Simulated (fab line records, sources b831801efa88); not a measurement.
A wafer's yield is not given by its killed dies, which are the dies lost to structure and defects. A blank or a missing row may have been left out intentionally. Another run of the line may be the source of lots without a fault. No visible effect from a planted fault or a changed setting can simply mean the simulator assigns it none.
fab line records | flow sky130
[record] lots = 6 | wafers = 18 | last_day = 50
route steps=708 shown VIA2@524 METAL3@532 CAPM@537 VIA3@588 PAD_OPEN@708
lots untouched by any fault: they come from a run of this same line in which no faults occurred
start_h: hours from the record's opening day to when the first of the lot's shown wafers began | wait_h: hours from the lot's prior step to this one | " repeats the value in the row above | L1.1+2: a row that stands for several wafers | - either no value or no given start | * or withheld: withheld | < > ~ a bound
route shown NAME@n: names a module that has steps shown in the file, with the first one's number in the route | usual: mean/standard deviation of fault-free wafers | same: alike in all rows | chamber/n: place in a boat | sites: readings site by site | _std_site: standard deviation across them | _edge_site: outer sites' mean less inner sites' | radius_mm: for every site, how far away it sits from the centre of the wafer | mask NAME#n: copy n | behind: the tool/chamber that last shaped the wafer | hold: why the lot went on hold/how many hours it stayed there/how the hold came to an end | device: the n, p or np transistor that did not switch | end of line: tests of these same wafers at the route's end | step lacking rows: just its recipe | killed: not the wafer's yield, but the dies lost to structure and defects at the first sort | map: per-die view of a wafer (x killed, . not killed, _ where there is no die)
set.NAME: the run value of the setting; set.NAME@STEP: its run value at that earlier step | model.NAME: the simulator's own value behind a step, which no gauge read
lots at some steps of the route; a table a step, a row a wafer
services: when a tool's chamber went out of use (start_h, in hours from the record's first day, below 0 if earlier), for how many hours, and the reason
[[steps]]
[step SKY_VIA2_STRIP_17]
[recipe] chemistry = post_etch_residue_remover | time_s = 1200 | temp_c = 72.5
[step SKY_VIA2_CLEAN_18]
[recipe] chemistry = IPA | time_s = 180 | temp_c = 25
[step SKY_VIA2_CLEAN_19]
[recipe] chemistry = O3/DIW | dry = n2_spin
[step SKY_VIA2_SPUTTER_20]
[recipe] material = TiN | target_thk_nm = 20 | chamber_pressure_pa = 5 | power_w = 4000 | time_s = 80
[usual] throttle_valve_pct = 30.3/1.2
lot.wafer | tool           | chamber | start_h | wait_h | throttle_valve_pct
L192.3    | pvd_sputter-03 | -       | 851.28  | 0.0    | 30.7
L192.4    | "              | -       | "       | "      | 31.6
L192.5    | "              | -       | "       | "      | 29.2
L196.2    | pvd_sputter-03 | -       | 860.41  | 0.0    | 29.3
L196.4    | "              | -       | "       | "      | 29.3
L196.6    | "              | -       | "       | "      | 29.0
L208.1    | pvd_sputter-04 | -       | 961.53  | 0.0    | 29.2
L208.2    | "              | -       | "       | "      | 30.7
L208.3    | "              | -       | "       | "      | 31.4
L209.1    | pvd_sputter-03 | -       | 972.22  | 0.0    | 30.7
L209.4    | "              | -       | "       | "      | 29.5
L209.5    | "              | -       | "       | "      | 29.1
L214.1    | pvd_sputter-04 | -       | 999.82  | 0.0    | 29.1
L214.3    | "              | -       | "       | "      | 29.4
L214.5    | "              | -       | "       | "      | 30.5
L215.1    | pvd_sputter-03 | -       | 1015.66 | 0.0    | 29.3
L215.2    | "              | -       | "       | "      | 29.1
L215.6    | "              | -       | "       | "      | 29.4
[step SKY_VIA2_CVD_21]
[recipe] material = W | target_thk_nm = 420 | time_s = 126.4 | temp_c = 398.3 | pressure_torr = 40
[step SKY_VIA2_RS_MEAS_22]
[recipe] thk_meas_gauge = four-point-probe | reads = W_of_VIA2_CVD_21+TiN_of_VIA2_SPUTTER_20
[usual] VIA2_W_RS = 0.2829/0.0028
lot.wafer | tool          | chamber | start_h | wait_h | VIA2_W_RS[ohm/sq]
L192.3    | film_metro-01 | -       | 851.51  | 0.1    | 0.2759
L192.4    | "             | -       | "       | "      | 0.2795
L192.5    | "             | -       | "       | "      | 0.2798
L196.2    | film_metro-04 | -       | 860.62  | 0.1    | 0.2864
L196.4    | "             | -       | "       | "      | 0.2856
L196.6    | "             | -       | "       | "      | 0.2840
L208.1    | film_metro-01 | -       | 961.72  | 0.1    | 0.2867
L208.2    | "             | -       | "       | "      | 0.2871
L208.3    | "             | -       | "       | "      | 0.2831
L209.1    | film_metro-04 | -       | 972.42  | 0.1    | 0.2777
L209.4    | "             | -       | "       | "      | 0.2808
L209.5    | "             | -       | "       | "      | 0.2830
L214.1    | film_metro-03 | -       | 1000.01 | 0.1    | 0.2871
L214.3    | "             | -       | "       | "      | 0.2835
L214.5    | "             | -       | "       | "      | 0.2834
L215.1    | film_metro-03 | -       | 1015.85 | 0.1    | 0.2895
L215.2    | "             | -       | "       | "      | 0.2851
L215.6    | "             | -       | "       | "      | 0.2880
[step SKY_VIA2_THK_MEAS_23]
[recipe] thk_meas_gauge = xrf | reads = W_of_VIA2_CVD_21
[usual] VIA2_W_THK = 409/7.3
lot.wafer | tool          | chamber | start_h | wait_h | VIA2_W_THK[nm]
L192.3    | film_metro-01 | -       | 851.61  | 0.1    | 426
L192.4    | "             | -       | "       | "      | 420
L192.5    | "             | -       | "       | "      | 418
L196.2    | film_metro-04 | -       | 860.73  | 0.1    | 407
L196.4    | "             | -       | "       | "      | 407
L196.6    | "             | -       | "       | "      | 409
L208.1    | film_metro-01 | -       | 961.84  | 0.1    | 401
L208.2    | "             | -       | "       | "      | 402
L208.3    | "             | -       | "       | "      | 405
L209.1    | film_metro-04 | -       | 972.54  | 0.1    | 415
L209.4    | "             | -       | "       | "      | 413
L209.5    | "             | -       | "       | "      | 407
L214.1    | film_metro-03 | -       | 1000.13 | 0.1    | 395
L214.3    | "             | -       | "       | "      | 396
L214.5    | "             | -       | "       | "      | 399
L215.1    | film_metro-03 | -       | 1015.97 | 0.1    | 392
L215.2    | "             | -       | "       | "      | 396
L215.6    | "             | -       | "       | "      | 392
[step SKY_VIA2_CMP_24]
[recipe] stop_on = SiO2 | t_overpolish_s = 20 | down_force_psi = 3.5 | platen_rpm = 60 | target_thk_nm = 0 | pad_velocity_m_s = 0.94248
[step SKY_METAL3_SPUTTER_00]
[recipe] material = Ti | target_thk_nm = 15 | power_w = 3000 | time_s = 10 | chamber_pressure_pa = 0.4
[step SKY_METAL3_SPUTTER_01]
[recipe] material = TiN | target_thk_nm = 20 | power_w = 6500 | time_s = 16.7 | chamber_pressure_pa = 0.4
[usual] throttle_valve_pct = 30.4/1.3
lot.wafer | tool           | chamber | start_h | wait_h | throttle_valve_pct
L192.3    | pvd_sputter-02 | -       | 851.97  | 0.0    | 30.0
L192.4    | "              | -       | "       | "      | 32.2
L192.5    | "              | -       | "       | "      | 30.0
L196.2    | pvd_sputter-01 | -       | 861.10  | 0.0    | 29.1
L196.4    | "              | -       | "       | "      | 32.7
L196.6    | "              | -       | "       | "      | 29.8
L208.1    | pvd_sputter-03 | -       | 962.22  | 0.0    | 31.8
L208.2    | "              | -       | "       | "      | 29.2
L208.3    | "              | -       | "       | "      | 29.3
L209.1    | pvd_sputter-02 | -       | 972.92  | 0.0    | 29.8
L209.4    | "              | -       | "       | "      | 28.7
L209.5    | "              | -       | "       | "      | 32.1
L214.1    | pvd_sputter-02 | -       | 1000.51 | 0.0    | 30.1
L214.3    | "              | -       | "       | "      | 28.5
L214.5    | "              | -       | "       | "      | 30.3
L215.1    | pvd_sputter-02 | -       | 1016.35 | 0.0    | 28.8
L215.2    | "              | -       | "       | "      | 29.3
L215.6    | "              | -       | "       | "      | 29.4
[step SKY_METAL3_SPUTTER_02]
[recipe] material = AlCu | target_thk_nm = 735 | power_w = 10600 | time_s = 39.1 | chamber_pressure_pa = 0.4
[step SKY_METAL3_SPUTTER_03]
[recipe] material = Ti | target_thk_nm = 5 | power_w = 3000 | time_s = 3.3 | chamber_pressure_pa = 0.4
[usual] throttle_valve_pct = 30.3/1.4
lot.wafer | tool           | chamber | start_h | wait_h | throttle_valve_pct
L192.3    | pvd_sputter-02 | -       | 852.04  | 0.0    | 30.1
L192.4    | "              | -       | "       | "      | 32.3
L192.5    | "              | -       | "       | "      | 29.9
L196.2    | pvd_sputter-01 | -       | 861.17  | 0.0    | 29.5
L196.4    | "              | -       | "       | "      | 32.9
L196.6    | "              | -       | "       | "      | 29.6
L208.1    | pvd_sputter-03 | -       | 962.29  | 0.0    | 31.6
L208.2    | "              | -       | "       | "      | 29.2
L208.3    | "              | -       | "       | "      | 29.3
L209.1    | pvd_sputter-02 | -       | 972.98  | 0.0    | 29.9
L209.4    | "              | -       | "       | "      | 28.5
L209.5    | "              | -       | "       | "      | 32.1
L214.1    | pvd_sputter-02 | -       | 1000.57 | 0.0    | 30.2
L214.3    | "              | -       | "       | "      | 28.4
L214.5    | "              | -       | "       | "      | 30.0
L215.1    | pvd_sputter-02 | -       | 1016.41 | 0.0    | 28.5
L215.2    | "              | -       | "       | "      | 29.5
L215.6    | "              | -       | "       | "      | 29.6
[step SKY_METAL3_SPUTTER_04]
[recipe] material = TiN | target_thk_nm = 70 | power_w = 6500 | time_s = 58.3 | chamber_pressure_pa = 0.4
[usual] throttle_valve_pct = 30.3/1.3
lot.wafer | tool           | chamber | start_h | wait_h | throttle_valve_pct | model.TiN_of_METAL3_SPUTTER_04.thk_nm
L192.3    | pvd_sputter-02 | -       | 852.05  | 0.0    | 30.0               | 71.38
L192.4    | "              | -       | "       | "      | 32.1               | 70.99
L192.5    | "              | -       | "       | "      | 30.1               | 71.37
L196.2    | pvd_sputter-01 | -       | 861.19  | 0.0    | 29.2               | 68.69
L196.4    | "              | -       | "       | "      | 32.9               | 70.48
L196.6    | "              | -       | "       | "      | 30.0               | 69.72
L208.1    | pvd_sputter-03 | -       | 962.31  | 0.0    | 31.6               | 68.83
L208.2    | "              | -       | "       | "      | 29.2               | 69.35
L208.3    | "              | -       | "       | "      | 29.7               | 68.84
L209.1    | pvd_sputter-02 | -       | 973.00  | 0.0    | 30.1               | 71.36
L209.4    | "              | -       | "       | "      | 28.4               | 71.77
L209.5    | "              | -       | "       | "      | 32.2               | 70.77
L214.1    | pvd_sputter-02 | -       | 1000.59 | 0.0    | 30.5               | 89.15
L214.3    | "              | -       | "       | "      | 28.5               | 89.07
L214.5    | "              | -       | "       | "      | 29.8               | 88.99
L215.1    | pvd_sputter-02 | -       | 1016.43 | 0.0    | 28.4               | 89.43
L215.2    | "              | -       | "       | "      | 29.5               | 89.59
L215.6    | "              | -       | "       | "      | 29.5               | 89.21
[step SKY_CAPM_CVD_00]
[recipe] material = SiO2 | target_thk_nm = 15.5 | temp_c = 400 | time_s = withheld | rf_w = 450
[step SKY_CAPM_THK_MEAS_01]
[recipe] reads = SiO2_of_CAPM_CVD_00
[usual] CAPM_CVD_00_THK = 15.46/0.23
lot.wafer | tool          | chamber | start_h | wait_h | CAPM_CVD_00_THK[nm]
L192.3    | film_metro-04 | -       | 852.15  | -      | 15.31
L192.4    | "             | -       | "       | "      | 15.51
L192.5    | "             | -       | "       | "      | 15.60
L196.2    | film_metro-02 | -       | 861.27  | -      | 15.39
L196.4    | "             | -       | "       | "      | 15.48
L196.6    | "             | -       | "       | "      | 15.99
L208.1    | film_metro-04 | -       | 962.38  | -      | 15.23
L208.2    | "             | -       | "       | "      | 15.42
L208.3    | "             | -       | "       | "      | 15.21
L209.1    | film_metro-04 | -       | 973.08  | -      | 15.26
L209.4    | "             | -       | "       | "      | 15.68
L209.5    | "             | -       | "       | "      | 15.75
L214.1    | film_metro-04 | -       | 1000.66 | -      | 15.04
L214.3    | "             | -       | "       | "      | 15.05
L214.5    | "             | -       | "       | "      | 15.64
L215.1    | film_metro-04 | -       | 1016.50 | -      | 15.20
L215.2    | "             | -       | "       | "      | 15.66
L215.6    | "             | -       | "       | "      | 15.78
[step SKY_CAPM_SPUTTER_02]
[recipe] material = TiN | target_thk_nm = 200 | temp_c = 300 | power_w = 6500 | time_s = 166.7 | chamber_pressure_pa = 0.4
[usual] throttle_valve_pct = 30.0/1.1
lot.wafer | tool           | chamber | start_h | wait_h | throttle_valve_pct
L192.3    | pvd_sputter-03 | -       | 852.19  | 0.0    | 30.9
L192.4    | "              | -       | "       | "      | 29.5
L192.5    | "              | -       | "       | "      | 30.8
L196.2    | pvd_sputter-04 | -       | 861.32  | 0.0    | 31.3
L196.4    | "              | -       | "       | "      | 29.1
L196.6    | "              | -       | "       | "      | 30.7
L208.1    | pvd_sputter-04 | -       | 962.44  | 0.1    | 31.3
L208.2    | "              | -       | "       | "      | 29.4
L208.3    | "              | -       | "       | "      | 30.8
L209.1    | pvd_sputter-03 | -       | 973.14  | 0.1    | 31.7
L209.4    | "              | -       | "       | "      | 29.2
L209.5    | "              | -       | "       | "      | 30.8
L214.1    | pvd_sputter-03 | -       | 1000.72 | 0.1    | 29.1
L214.3    | "              | -       | "       | "      | 31.6
L214.5    | "              | -       | "       | "      | 29.1
L215.1    | pvd_sputter-02 | -       | 1016.56 | 0.1    | 29.3
L215.2    | "              | -       | "       | "      | 32.5
L215.6    | "              | -       | "       | "      | 28.5
[step SKY_CAPM_RS_MEAS_03]
[recipe] thk_meas_gauge = four-point-probe | reads = TiN_of_CAPM_SPUTTER_02
[usual] CAPM_TIN_RS = 6.89/0.085
lot.wafer | tool          | chamber | start_h | wait_h | CAPM_TIN_RS[ohm/sq]
L192.3    | film_metro-02 | -       | 852.33  | 0.1    | 6.75
L192.4    | "             | -       | "       | "      | 6.92
L192.5    | "             | -       | "       | "      | 6.78
L196.2    | film_metro-02 | -       | 861.45  | 0.1    | 6.85
L196.4    | "             | -       | "       | "      | 6.88
L196.6    | "             | -       | "       | "      | 6.96
L208.1    | film_metro-01 | -       | 962.55  | 0.1    | 6.83
L208.2    | "             | -       | "       | "      | 6.81
L208.3    | "             | -       | "       | "      | 6.93
L209.1    | film_metro-02 | -       | 973.25  | 0.1    | 6.94
L209.4    | "             | -       | "       | "      | 6.99
L209.5    | "             | -       | "       | "      | 6.82
L214.1    | film_metro-02 | -       | 1000.83 | 0.1    | 6.93
L214.3    | "             | -       | "       | "      | 6.85
L214.5    | "             | -       | "       | "      | 6.91
L215.1    | film_metro-04 | -       | 1016.67 | 0.1    | 6.89
L215.2    | "             | -       | "       | "      | 6.83
L215.6    | "             | -       | "       | "      | 6.89
[step SKY_CAPM_THK_MEAS_04]
[recipe] thk_meas_gauge = xrf | reads = TiN_of_CAPM_SPUTTER_02
[usual] CAPM_TIN_THK = 202.8/2.7
lot.wafer | tool          | chamber | start_h | wait_h | CAPM_TIN_THK[nm]
L192.3    | film_metro-02 | -       | 852.43  | 0.1    | 207.5
L192.4    | "             | -       | "       | "      | 203.0
L192.5    | "             | -       | "       | "      | 208.3
L196.2    | film_metro-02 | -       | 861.56  | 0.1    | 206.3
L196.4    | "             | -       | "       | "      | 204.1
L196.6    | "             | -       | "       | "      | 202.1
L208.1    | film_metro-01 | -       | 962.67  | 0.1    | 204.5
L208.2    | "             | -       | "       | "      | 206.2
L208.3    | "             | -       | "       | "      | 202.4
L209.1    | film_metro-02 | -       | 973.37  | 0.1    | 201.0
L209.4    | "             | -       | "       | "      | 201.1
L209.5    | "             | -       | "       | "      | 205.2
L214.1    | film_metro-02 | -       | 1000.95 | 0.1    | 201.1
L214.3    | "             | -       | "       | "      | 203.9
L214.5    | "             | -       | "       | "      | 201.8
L215.1    | film_metro-04 | -       | 1016.79 | 0.1    | 204.0
L215.2    | "             | -       | "       | "      | 204.6
L215.6    | "             | -       | "       | "      | 203.9
[step SKY_CAPM_DEHYDRATE_05]
[recipe] temp_c = 200 | time_s = 60
[step SKY_CAPM_HMDS_06]
[recipe] prime_time_s = 60 | prime_temp_c = 120
[step SKY_CAPM_COAT_07]
[recipe] resist = NOVOLAK | spin_rpm = 3000 | resist_thk_nm = 1140
[step SKY_CAPM_SOFTBAKE_08]
[recipe] temp_c = 90 | time_s = 60 | resist = NOVOLAK
[step SKY_CAPM_EXPOSE_09]
[recipe] mask_id = CAPM | na = 0.6 | source_shape = conventional | sigma_outer = 0.6 | polarization = unpolarized | target_cd_nm = 1000 | dose_mj = 159
[step SKY_CAPM_PEB_10]
[recipe] temp_c = withheld | time_s = * | resist = NOVOLAK
[step SKY_CAPM_DEVELOP_11]
[recipe] resist = NOVOLAK | developer = TMAH | develop_time_s = 60 | dev_temp_c = 23
[step SKY_CAPM_OVL_MEAS_12]
[usual] CAPM_OVL = -0.1/1.5
lot.wafer | tool       | chamber | start_h | wait_h | CAPM_OVL[nm]
L192.3    | overlay-01 | -       | 877.72  | 0.1    | -0.1
L192.4    | "          | -       | "       | "      | 0.0
L192.5    | "          | -       | "       | "      | -0.5
L196.2    | overlay-02 | -       | 886.18  | 0.1    | -1.6
L196.4    | "          | -       | "       | "      | -1.5
L196.6    | "          | -       | "       | "      | -1.4
L208.1    | overlay-02 | -       | 986.71  | 0.1    | -1.8
L208.2    | "          | -       | "       | "      | -2.3
L208.3    | "          | -       | "       | "      | -1.7
L209.1    | overlay-02 | -       | 997.31  | 0.1    | -1.3
L209.4    | "          | -       | "       | "      | -1.3
L209.5    | "          | -       | "       | "      | -1.9
L214.1    | overlay-01 | -       | 1024.01 | 0.1    | -0.7
L214.3    | "          | -       | "       | "      | -2.1
L214.5    | "          | -       | "       | "      | -3.7
L215.1    | overlay-01 | -       | 1039.61 | 0.1    | -0.6
L215.2    | "          | -       | "       | "      | 0.4
L215.6    | "          | -       | "       | "      | -2.6
[step SKY_CAPM_METAL_ETCH_13]
[recipe] target_depth_nm = 220 | stop_on = SiO2 | chemistry = Cl2/BCl3 | target = TiN | pressure_mtorr = 10 | icp_w = 900 | bias_w = 48.5 | Cl2_flow_sccm = 60 | bcl3_flow_sccm = 30 | time_s = 62.9
[step SKY_CAPM_STRIP_14]
[recipe] chemistry = O2/N2 | power_w = 1400 | pressure_mtorr = 1500 | platen_temp_c = withheld | o2_flow_sccm = 3000 | n2_flow_sccm = 300 | overash_fraction = 0.5
[usual] drypump_motor_current_A = 5.4/0.45 | oes_product_au = 0.711/0.0046 | strip_time_to_endpoint_s = 12.67/0.045
lot.wafer | tool            | chamber | start_h | wait_h | drypump_motor_current_A | oes_product_au | rf_hours_counter_h | strip_time_to_endpoint_s
L192.3    | plasma_asher-03 | 1       | 877.85  | 0.1    | 5.0                     | 0.707          | -                  | 12.74
L192.4    | "               | 0       | "       | "      | 4.8                     | 0.720          | -                  | 12.70
L192.5    | "               | 1       | "       | "      | 5.0                     | 0.707          | -                  | 12.75
L196.2    | plasma_asher-02 | 1       | 886.28  | 0.1    | 5.5                     | 0.710          | 45                 | 12.63
L196.4    | "               | 0       | "       | "      | 6.1                     | 0.713          | -                  | 12.70
L196.6    | "               | 0       | "       | "      | 6.1                     | 0.714          | -                  | 12.73
L208.1    | plasma_asher-02 | 0       | 986.82  | 0.1    | 6.1                     | 0.703          | 54                 | 12.71
L208.2    | "               | 1       | "       | "      | 5.5                     | 0.709          | 54                 | 12.70
L208.3    | "               | 1       | "       | "      | 5.5                     | 0.708          | -                  | 12.71
L209.1    | plasma_asher-02 | 1       | 997.42  | 0.1    | 5.5                     | 0.721          | 56                 | 12.64
L209.4    | "               | 1       | "       | "      | 5.5                     | 0.711          | -                  | 12.58
L209.5    | "               | 1       | "       | "      | 5.4                     | 0.711          | -                  | 12.59
L214.1    | plasma_asher-03 | 0       | 1024.12 | 0.1    | 4.8                     | 0.709          | 89                 | 12.68
L214.3    | "               | 1       | "       | "      | 5.0                     | 0.712          | -                  | 12.65
L214.5    | "               | 0       | "       | "      | 4.8                     | 0.714          | -                  | 12.69
L215.1    | plasma_asher-02 | 1       | 1039.72 | 0.1    | 5.6                     | 0.717          | 60                 | 12.60
L215.2    | "               | 0       | "       | "      | 6.1                     | 0.712          | 60                 | 12.63
L215.6    | "               | 0       | "       | "      | 6.1                     | 0.709          | -                  | 12.63
[step SKY_CAPM_STRIP_15]
[recipe] chemistry = post_etch_residue_remover | time_s = 1200 | temp_c = 72.5
[step SKY_CAPM_CLEAN_16]
[recipe] chemistry = IPA | time_s = 180 | temp_c = 25
[step SKY_CAPM_CLEAN_17]
[recipe] chemistry = O3/DIW | dry = n2_spin
[step SKY_METAL3_DEHYDRATE_05]
[recipe] temp_c = 200 | time_s = 60
[step SKY_METAL3_HMDS_06]
[recipe] prime_time_s = 60 | prime_temp_c = 120
[step SKY_METAL3_COAT_07]
[recipe] resist = BARC | temp_c = withheld | time_s = withheld | spin_rpm = 3000 | resist_thk_nm = 60
[step SKY_METAL3_COAT_08]
[recipe] resist = KrF-thick | spin_rpm = 3000 | resist_thk_nm = 1140
[step SKY_METAL3_SOFTBAKE_09]
[recipe] temp_c = 100 | time_s = 90 | resist = KrF-thick
[step SKY_METAL3_EXPOSE_10]
[recipe] mask_id = MM3 | na = 0.68 | source_shape = annular | sigma_inner = 0.4 | sigma_outer = 0.8 | target_cd_nm = 300 | dose_mj = 27.62
[step SKY_METAL3_PEB_11]
[recipe] peb_temp_c = withheld | peb_time_s = withheld | resist = KrF-thick
[step SKY_METAL3_DEVELOP_12]
[recipe] develop_time_s = 60 | resist = KrF-thick | dev_temp_c = 21
[step SKY_METAL3_CD_MEAS_13]
[recipe] target_cd_nm = 300
[usual] cd_nm = 299.7/1.7
lot.wafer | tool      | chamber | start_h | wait_h | cd_nm
L192.3    | cd_sem-02 | -       | 903.87  | -      | 301.0
L192.4    | "         | -       | "       | "      | 299.6
L192.5    | "         | -       | "       | "      | 299.8
L196.2    | cd_sem-01 | -       | 912.41  | -      | 296.7
L196.4    | "         | -       | "       | "      | 297.2
L196.6    | "         | -       | "       | "      | 298.8
L208.1    | cd_sem-02 | -       | 1010.68 | -      | 297.3
L208.2    | "         | -       | "       | "      | 296.4
L208.3    | "         | -       | "       | "      | 297.9
L209.1    | cd_sem-01 | -       | 1021.06 | -      | 301.3
L209.4    | "         | -       | "       | "      | 300.7
L209.5    | "         | -       | "       | "      | 302.1
L214.1    | cd_sem-02 | -       | 1047.56 | -      | 301.0
L214.3    | "         | -       | "       | "      | 301.4
L214.5    | "         | -       | "       | "      | 301.9
L215.1    | cd_sem-01 | -       | 1061.63 | -      | 299.8
L215.2    | "         | -       | "       | "      | 297.7
L215.6    | "         | -       | "       | "      | 298.2
[step SKY_METAL3_OVL_MEAS_14]
[usual] METAL3_OVL = 4/6.9
lot.wafer | tool       | chamber | start_h | wait_h | METAL3_OVL[nm]
L192.3    | overlay-01 | -       | 903.96  | 0.1    | -6
L192.4    | "          | -       | "       | "      | -11
L192.5    | "          | -       | "       | "      | -7
L196.2    | overlay-01 | -       | 912.52  | 0.1    | -6
L196.4    | "          | -       | "       | "      | -8
L196.6    | "          | -       | "       | "      | -7
L208.1    | overlay-02 | -       | 1010.80 | 0.1    | 18
L208.2    | "          | -       | "       | "      | 21
L208.3    | "          | -       | "       | "      | 15
L209.1    | overlay-01 | -       | 1021.18 | 0.1    | -9
L209.4    | "          | -       | "       | "      | -1
L209.5    | "          | -       | "       | "      | -1
L214.1    | overlay-02 | -       | 1047.68 | 0.1    | 7
L214.3    | "          | -       | "       | "      | 8
L214.5    | "          | -       | "       | "      | 11
L215.1    | overlay-01 | -       | 1061.75 | 0.1    | 19
L215.2    | "          | -       | "       | "      | 15
L215.6    | "          | -       | "       | "      | 14
[step SKY_METAL3_DESCUM_15]
[recipe] chemistry = O2 | source_power_w = 150 | bias_power_w = 0 | pressure_mtorr = 10 | temp_c = 40 | time_s = 8
[step SKY_VIA3_ETCH_15]
[recipe] target = SiO2 | chemistry = C4F8/O2/Ar | target_depth_nm = 507 | stop_on = TiN | mask_material = KrF-thick | source_w = 1500 | bias_w = 1218 | pressure_mtorr = 40 | c4f8_flow_sccm = withheld | O2_flow_sccm = 6 | Ar_flow_sccm = 300 | time_s = 78
[usual] oes_product_au = 0.946/0.0051
lot.wafer | tool        | chamber | start_h | wait_h | oes_product_au | rf_hours_counter_h | model.TiN_of_METAL3_SPUTTER_04.thk_nm
L192.3    | rie_diel-02 | 3       | 930.47  | 0.1    | 0.952          | -                  | 71.3
L192.4    | "           | 1       | "       | "      | 0.945          | -                  | 70.91
L192.5    | "           | 1       | "       | "      | 0.944          | -                  | 71.29
L196.2    | rie_diel-02 | 0       | 938.42  | 0.0    | 0.949          | 2                  | 68.61
L196.4    | "           | 2       | "       | "      | 0.955          | 12                 | 70.4
L196.6    | "           | 2       | "       | "      | 0.943          | -                  | 69.64
L208.1    | rie_diel-03 | 1       | 1045.52 | 0.0    | 0.946          | 7                  | 68.75
L208.2    | "           | 3       | "       | "      | 0.950          | 13                 | 69.27
L208.3    | "           | 2       | "       | "      | 0.947          | 25                 | 68.76
L209.1    | rie_diel-01 | 2       | 1046.32 | 0.0    | 0.951          | 24                 | 71.28
L209.4    | "           | 3       | "       | "      | 0.940          | 29                 | 71.69
L209.5    | "           | 1       | "       | "      | 0.948          | -                  | 70.7
L214.1    | rie_diel-02 | 3       | 1070.72 | 0.0    | 0.950          | 7                  | 89.07
L214.3    | "           | 1       | "       | "      | 0.944          | 17                 | 88.99
L214.5    | "           | 2       | "       | "      | 0.950          | -                  | 88.91
L215.1    | rie_diel-02 | 3       | 1084.43 | 0.0    | 0.949          | 8                  | 89.35
L215.2    | "           | 1       | "       | "      | 0.947          | 17                 | 89.51
L215.6    | "           | 3       | "       | "      | 0.954          | -                  | 89.13
[step SKY_PAD_OPEN_PROBE_99]
[usual] defect_limited_yield = 82.6/2 | killed_at_M0_to_M3 = 43/7.1 | killed_at_M4_up = 3.0/1.9 | killed_at_contacts = 24/5 | killed_at_front_end = 15/4.3 | killed_at_other = 0.3/0.5 | killed_dies = 85/9.6 | killed_open = 46/7.1 | killed_short = 39/6.8 | sort_bin_3_pad_short = 0.9/0.42 | sort_bin_5_function = 10.2/1.4 | sort_bin_6_memory = 6.3/1.2 | sort_n_pass = 407/9.6 | sort_yield_pct = 82.6/2
[same] gross_dies = 492 | killed_at_back_side = 0 | sort_bin_4_leakage[%] = 0 | sort_bin_8_speed[%] = 0
lot.wafer | tool      | chamber | start_h | wait_h | defect_limited_yield[%] | killed_at_M0_to_M3 | killed_at_M4_up | killed_at_contacts | killed_at_front_end | killed_at_other | killed_dies | killed_open | killed_short | sort_bin_3_pad_short[%] | sort_bin_5_function[%] | sort_bin_6_memory[%] | sort_n_pass | sort_yield_pct[%]
L196.2    | prober-01 | -       | 1084.35 | 0.1    | 84.6                    | 42                 | 5               | 11                 | 18                  | 0               | 76          | 36          | 40           | 0.6                     | 10.0                   | 4.9                  | 416         | 84.6
L196.4    | prober-01 | -       | 1084.45 | 0.2    | 80.7                    | 56                 | 3               | 26                 | 10                  | 0               | 95          | 58          | 37           | 0.8                     | 9.6                    | 8.9                  | 397         | 80.7
L196.6    | prober-01 | -       | 1084.55 | 0.2    | 83.9                    | 33                 | 2               | 24                 | 20                  | 0               | 79          | 44          | 35           | 0.8                     | 9.8                    | 5.5                  | 413         | 83.9
// killed by level:class
L196.2 VIA1:geometric_particle:open=11 FIELD_ISO:geometric_particle:short=6 FIELD_ISO:geometric_particle:open=5 VIA1:geometric_particle:short=5 METAL1:geometric_particle:short=5 VIA2:geometric_particle:open=5 VIA2:geometric_particle:short=5 LOCAL_INTERCONNECT:geometric_particle:short=4
L196.4 VIA1:geometric_particle:open=14 CONTACT:geometric_particle:open=9 METAL1:geometric_particle:short=8 LI_CONTACT:geometric_particle:open=7 VIA3:geometric_particle:open=7 VIA2:geometric_particle:open=6 METAL2:geometric_particle:open=5 METAL3:geometric_particle:short=5
L196.6 CONTACT:geometric_particle:open=9 VIA1:geometric_particle:open=8 LI_CONTACT:geometric_particle:open=7 POLY_GATE:geometric_particle:open=6 FIELD_ISO:geometric_particle:open=5 CONTACT:geometric_particle:short=5 FIELD_ISO:geometric_particle:short=4 METAL1:geometric_particle:short=4
[[services]]
tool            | chamber | start_h | hours | kind
rie_diel-01     | 2       | 835.32  | 6.4   | repair
plasma_asher-03 | -       | 835.87  | 1.7   | repair
rie_diel-01     | 1       | 850.38  | 42.8  | repair
rie_diel-01     | -       | 863.24  | 5.8   | repair
rie_diel-01     | 0       | 884.90  | 2.1   | repair
rie_diel-01     | -       | 889.63  | 0.7   | repair
pvd_sputter-02  | -       | 889.91  | 4.1   | repair
pvd_sputter-04  | -       | 892.50  | 49.8  | repair
rie_diel-02     | -       | 894.33  | 0.5   | repair
pvd_sputter-04  | -       | 897.15  | 8.2   | repair
pvd_sputter-01  | -       | 906.83  | 1.0   | repair
rie_diel-03     | 2       | 910.91  | 4.1   | repair
plasma_asher-02 | -       | 912.96  | 0.8   | repair
pvd_sputter-01  | -       | 918.32  | 6.4   | repair
pvd_sputter-04  | -       | 920.92  | 6.0   | repair
rie_diel-02     | 2       | 924.27  | 7.2   | repair
rie_diel-02     | 0       | 928.76  | 4.7   | repair
plasma_asher-02 | -       | 963.70  | 3.3   | repair
rie_diel-02     | 2       | 967.40  | 1.6   | repair
pvd_sputter-01  | -       | 1005.31 | 12.8  | repair
rie_diel-02     | -       | 1035.33 | 1.6   | repair
pvd_sputter-02  | -       | 1071.34 | 1.6   | repair
rie_diel-02     | -       | 1072.22 | 6.1   | repair
pvd_sputter-04  | -       | 1083.81 | 2.2   | repair
[[key]]
first_sign none at tools or gauges
[model_effect] step = SKY_METAL3_SPUTTER_04 | value = TiN_of_METAL3_SPUTTER_04.thk_nm | without = 70.77 | struck = 89.24
[model_effect] step = SKY_VIA3_ETCH_15 | value = TiN_of_METAL3_SPUTTER_04.thk_nm | without = 70.69 | struck = 89.16
met_at SKY_METAL3_SPUTTER_04
struck_wafers L214.1,L214.3,L214.5,L215.1,L215.2,L215.6
onset_between 973.00 1000.59
also_fits time
[fault] kind = process_parameter_drift | tool = pvd_sputter-02 | chamber = - | onset_h = 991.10 | steps = SKY_METAL3_SPUTTER_04 | channel = time_s | offset = * | shape = step | end_h = 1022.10 | acts_in = * | stated = *
